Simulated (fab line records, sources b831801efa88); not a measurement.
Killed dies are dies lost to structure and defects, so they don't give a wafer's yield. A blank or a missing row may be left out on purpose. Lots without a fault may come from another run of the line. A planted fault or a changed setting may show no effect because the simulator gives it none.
Which tool did it? | flow sky130 | 10 lots, 30 wafers sampled, at 6 steps of a route of 708

WHAT THE GAUGES READ, wafer by wafer
SKY_SONOS_ONO_CD_MEAS_13: target cd 410 nm. Usual: cd_nm 410.0 nm, standard deviation 2.3.
lot  | measured     | on        | cd_nm (nm)        | flag
L194 | day 12 20:13 | cd_sem-02 | 409.0 410.3 409.8 |
L197 | day 13 23:50 | cd_sem-02 | 409.1 410.0 407.4 |
L199 | day 14 10:49 | cd_sem-02 | 409.4 409.9 410.8 |
L200 | day 14 21:29 | cd_sem-01 | 407.8 408.4 407.1 |
L202 | day 15 13:17 | cd_sem-01 | 411.8 408.7 410.8 |
L201 | day 15 13:20 | cd_sem-02 | 403.7 404.6 404.6 |
L203 | day 15 21:16 | cd_sem-02 | 407.9 408.1 408.5 |
L209 | day 18 05:33 | cd_sem-01 | 410.6 410.8 411.3 |
L210 | day 18 15:16 | cd_sem-02 | 410.5 412.4 410.0 |
L211 | day 18 14:47 | cd_sem-01 | 409.8 409.3 408.2 |

SKY_POLY_GATE_THK_MEAS_01. Usual: POLY_GATE_CVD_00_THK 179.9 nm, standard deviation 1.6.
lot  | measured     | on            | POLY_GATE_CVD_00_THK (nm) | flag
L194 | day 14 04:28 | film_metro-03 | 182.3 184.2 183.6         |
L197 | day 15 08:17 | film_metro-01 | 178.3 180.6 180.1         |
L199 | day 15 21:43 | film_metro-02 | 180.9 180.2 179.4         |
L200 | day 16 06:12 | film_metro-03 | 181.7 180.9 178.8         |
L202 | day 17 00:10 | film_metro-03 | 179.0 178.6 179.4         |
L201 | day 17 00:10 | film_metro-02 | 182.5 182.8 181.0         |
L203 | day 17 08:42 | film_metro-02 | 179.9 180.2 180.5         |
L209 | day 19 17:05 | film_metro-03 | 128.9 128.2 127.3         | OFF
L210 | day 20 05:43 | film_metro-02 | 128.2 128.4 128.6         | OFF
L211 | day 20 03:55 | film_metro-02 | 127.5 128.0 127.4         | OFF

SKY_LDD_HVP_OVL_MEAS_07. Usual: LDD_HVP_OVL 0.1 nm, standard deviation 1.5.
lot  | measured     | on         | LDD_HVP_OVL (nm) | flag
L194 | day 21 22:53 | overlay-02 | -0.5 -0.4 2.6    |
L197 | day 23 05:25 | overlay-02 | -1.4 -1.2 -1.6   |
L199 | day 23 14:52 | overlay-02 | 0.1 0.4 -0.3     |
L200 | day 24 01:11 | overlay-01 | 1.4 1.8 1.2      |
L202 | day 24 20:28 | overlay-02 | 1.1 -0.9 0.3     |
L201 | day 24 20:20 | overlay-02 | 0.3 -0.2 -0.3    |
L203 | day 25 07:46 | overlay-01 | -0.8 -2.1 -1.9   |
L209 | day 27 08:41 | overlay-02 | -3.7 -3.8 -2.1   |
L210 | day 27 22:11 | overlay-02 | 0.6 1.7 0.1      |
L211 | day 27 20:35 | overlay-01 | 0.9 2.1 -0.6     |

WHICH TOOL RAN EACH LOT (tool, then ch and the chambers of the sampled wafers, then the start)
lot  | SKY_NWELL_RTA_28                | SKY_POLY_GATE_CVD_00        | SKY_POLY_GATE_ETCH_17
L194 | rtp_anneal-01 ch 0, day 5 12:29 | lpcvd-01 ch 0, day 14 03:16 | rie_si-01 ch 1,2,3, day 16 14:34
L197 | rtp_anneal-01 ch 0, day 6 10:17 | lpcvd-01 ch 1, day 15 07:05 | rie_si-01 ch 1,2,3, day 17 18:21
L199 | rtp_anneal-02 ch 0, day 6 17:56 | lpcvd-01 ch 1, day 15 20:31 | rie_si-02 ch 1,2, day 18 12:02
L200 | rtp_anneal-02 ch 0, day 7 00:46 | lpcvd-01 ch 1, day 16 04:59 | rie_si-01 ch 0,1,3, day 18 18:01
L202 | rtp_anneal-02 ch 0, day 7 11:47 | lpcvd-01 ch 0, day 16 22:58 | rie_si-02 ch 1,3, day 19 16:11
L201 | rtp_anneal-01 ch 0, day 7 13:09 | lpcvd-01 ch 1, day 16 22:58 | rie_si-02 ch 1,3, day 19 15:58
L203 | rtp_anneal-02 ch 0, day 7 18:54 | lpcvd-01 ch 1, day 17 07:28 | rie_si-01 ch 0,1,3, day 20 02:00
L209 | rtp_anneal-02 ch 0, day 9 07:05 | lpcvd-01 ch 1, day 19 15:53 | rie_si-01 ch 1,2,3, day 22 07:56
L210 | rtp_anneal-02 ch 0, day 9 16:35 | lpcvd-01 ch 1, day 20 03:55 | rie_si-01 ch 1,3, day 22 22:17
L211 | rtp_anneal-01 ch 0, day 9 17:14 | lpcvd-01 ch 0, day 20 02:07 | rie_si-02 ch 0,1, day 22 21:20
- SKY_NWELL_RTA_28: time 30 s.
- SKY_POLY_GATE_CVD_00: deposits poly-Si, target thk 180 nm, time 720 s.
- SKY_POLY_GATE_ETCH_17: etches poly-Si in HBr/Cl2, stops on SiO2, target depth 180 nm, time 70.5 s.

WHAT THE TOOLS THEMSELVES READ (means of the sampled wafers that have a number; where no wafer has one, the mark that the record gives instead)
SKY_NWELL_RTA_28. Usual: chamber_o2_ppm 2.000, standard deviation 0.021; lamp_power_pct 25.31 %, standard deviation 0.057; ramp_down_c_per_s 90.001, standard deviation 0.018; wafer_temp_C_max 1054.9, standard deviation 1.
lot  | tool          | chamber_o2_ppm | lamp_power_pct (%) | ramp_down_c_per_s | wafer_temp_C_max | flag
L194 | rtp_anneal-01 | 1.997          | 25.31              | 90.013            | 1054.7           |
L197 | rtp_anneal-01 | 2.018          | 25.31              | 89.996            | 1055.2           |
L199 | rtp_anneal-02 | 2.009          | 25.37              | 90.012            | 1055.2           |
L200 | rtp_anneal-02 | 2.007          | 25.26              | 89.999            | 1055.3           |
L202 | rtp_anneal-02 | 1.983          | 25.34              | 89.997            | 1055.4           |
L201 | rtp_anneal-01 | 2.005          | 25.29              | 90.009            | 1054.4           |
L203 | rtp_anneal-02 | 1.990          | 25.32              | 90.009            | 1054.8           |
L209 | rtp_anneal-02 | 1.975          | 25.35              | 90.011            | 1055.0           |
L210 | rtp_anneal-02 | 2.011          | 25.35              | 90.007            | 1056.2           |
L211 | rtp_anneal-01 | 2.015          | 25.28              | 89.988            | 1054.6           |

SKY_POLY_GATE_CVD_00. Usual: pressure_mtorr 200.0 mTorr, standard deviation 0.44; spike_tc_bottom_C 640.7 C, standard deviation 1.3; spike_tc_centre_C 621.3 C, standard deviation 1.1; spike_tc_lower_C 620.8 C, standard deviation 1.2; spike_tc_top_C 639.2 C, standard deviation 2.1; spike_tc_upper_C 619.6 C, standard deviation 1.2; susceptor_temp_C 619.96 C, standard deviation 0.26; zone_power_bottom_pct 13.42 %, standard deviation 0.12; zone_power_centre_pct 8.98 %, standard deviation 0.12.
lot  | tool     | pressure_mtorr (mTorr) | spike_tc_bottom_C (C) | spike_tc_centre_C (C) | spike_tc_lower_C (C) | spike_tc_top_C (C) | spike_tc_upper_C (C) | susceptor_temp_C (C) | zone_power_bottom_pct (%) | zone_power_centre_pct (%) | flag
L194 | lpcvd-01 | 200.1                  | 641.7                 | 621.6                 | 619.7                | 638.0              | 619.2                | 619.71               | 13.28                     | 8.98                      |
L197 | lpcvd-01 | 200.2                  | 639.3                 | 621.4                 | 621.3                | 641.2              | 620.0                | 620.04               | 13.40                     | 9.03                      |
L199 | lpcvd-01 | 200.1                  | 640.0                 | 621.6                 | 621.6                | 641.6              | 620.2                | 619.77               | 13.51                     | 9.03                      |
L200 | lpcvd-01 | 200.2                  | 640.8                 | 621.4                 | 620.9                | 640.3              | 620.7                | 620.28               | 13.44                     | 9.10                      |
L202 | lpcvd-01 | 200.0                  | 640.3                 | 620.6                 | 620.4                | 637.4              | 618.9                | 619.91               | 13.35                     | 8.81                      |
L201 | lpcvd-01 | 199.8                  | 640.8                 | 622.8                 | 621.7                | 641.8              | 620.2                | 620.36               | 13.46                     | 8.95                      |
L203 | lpcvd-01 | 200.0                  | 640.9                 | 621.6                 | 622.2                | 640.9              | 619.7                | 619.94               | 13.43                     | 8.99                      |
L209 | lpcvd-01 | 199.8                  | 625.1                 | 606.8                 | 607.4                | 628.1              | 605.6                | 604.88               | 12.79                     | 8.68                      | OFF
L210 | lpcvd-01 | 200.3                  | 626.3                 | 607.8                 | 606.2                | 626.3              | 605.6                | 605.31               | 12.75                     | 8.68                      | OFF
L211 | lpcvd-01 | 200.3                  | 626.7                 | 606.6                 | 605.6                | 621.8              | 603.8                | 605.03               | 12.82                     | 8.51                      | OFF

SKY_POLY_GATE_ETCH_17. Usual: bias_w 100.0 W, standard deviation 0.31; drypump_motor_current_A 5.6 A, standard deviation 0.41; oes_product_au 0.986 a.u., standard deviation 0.0068; throttle_valve_pct 33.684 %, standard deviation 0.0094.
lot  | tool      | bias_w (W) | drypump_motor_current_A (A) | oes_product_au (a.u.) | throttle_valve_pct (%) | flag
L194 | rie_si-01 | 99.9       | 5.8                         | 0.990                 | 33.686                 |
L197 | rie_si-01 | 100.0      | 5.7                         | 0.979                 | 33.676                 |
L199 | rie_si-02 | 100.0      | 5.3                         | 0.990                 | 33.685                 |
L200 | rie_si-01 | 100.2      | 5.7                         | 0.988                 | 33.686                 |
L202 | rie_si-02 | 99.9       | 5.4                         | 0.986                 | 33.684                 |
L201 | rie_si-02 | 99.9       | 5.5                         | 0.987                 | 33.695                 |
L203 | rie_si-01 | 99.9       | 5.7                         | 0.981                 | 33.680                 |
L209 | rie_si-01 | 100.1      | 5.7                         | 0.788                 | 33.686                 | OFF
L210 | rie_si-01 | 99.5       | 5.4                         | 0.790                 | 33.692                 | OFF
L211 | rie_si-02 | 100.0      | 5.3                         | 0.788                 | 33.690                 | OFF

THE ANSWER, worked out from the rows above alone
Rule: a lot is off if the mean of its wafers that have a number lies more than 3 standard deviations from the usual mean. A lot without any number at a reading at which 4 lots or more have one is off too. The other lots that the step has rows for count as sound. The gauges are gone through in route order, then the tools' own readings, and for those a lot's mean is taken as printed above. The first step at which some lot is off is used, and at that step the reading that is off furthest; a lot without a number counts as furthest.
Off: L209, L210, L211, at SKY_POLY_GATE_THK_MEAS_01 (POLY_GATE_CVD_00_THK).
A tool fits if, at a process step before that reading, it ran every lot that is off, and no sound lot after the first of them. The gauges at SKY_POLY_GATE_THK_MEAS_01 aren't tried: what is off there is off at SKY_POLY_GATE_CVD_00 too, on other tools, and a gauge's error can't cause that. One fits: lpcvd-01 at SKY_POLY_GATE_CVD_00. Its last sound lot is L203 (day 17 07:28), its first lot that is off L209 (day 19 15:53): a fault that began between those two fits.
The tool's own readings at SKY_POLY_GATE_CVD_00 bear it out: on the lots that are off they differ by more than 5 times the standard deviation of the sound lots' means. spike_tc_bottom_C reads 626.0 C there against 640.5 C on the sound lots; spike_tc_centre_C reads 607.1 C there against 621.6 C on the sound lots; spike_tc_lower_C reads 606.4 C there against 621.1 C on the sound lots; spike_tc_top_C reads 625.4 C there against 640.2 C on the sound lots; spike_tc_upper_C reads 605.0 C there against 619.8 C on the sound lots; susceptor_temp_C reads 605.07 C there against 620.00 C on the sound lots; zone_power_bottom_pct reads 12.79 % there against 13.41 % on the sound lots.

WHAT THE SIMULATOR HAD PUT IN
Process parameter drift: lpcvd-01, from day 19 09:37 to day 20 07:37, at SKY_POLY_GATE_CVD_00. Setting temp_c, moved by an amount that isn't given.
Lots struck among those shown: L209, L211, L210. The rule above found the same.
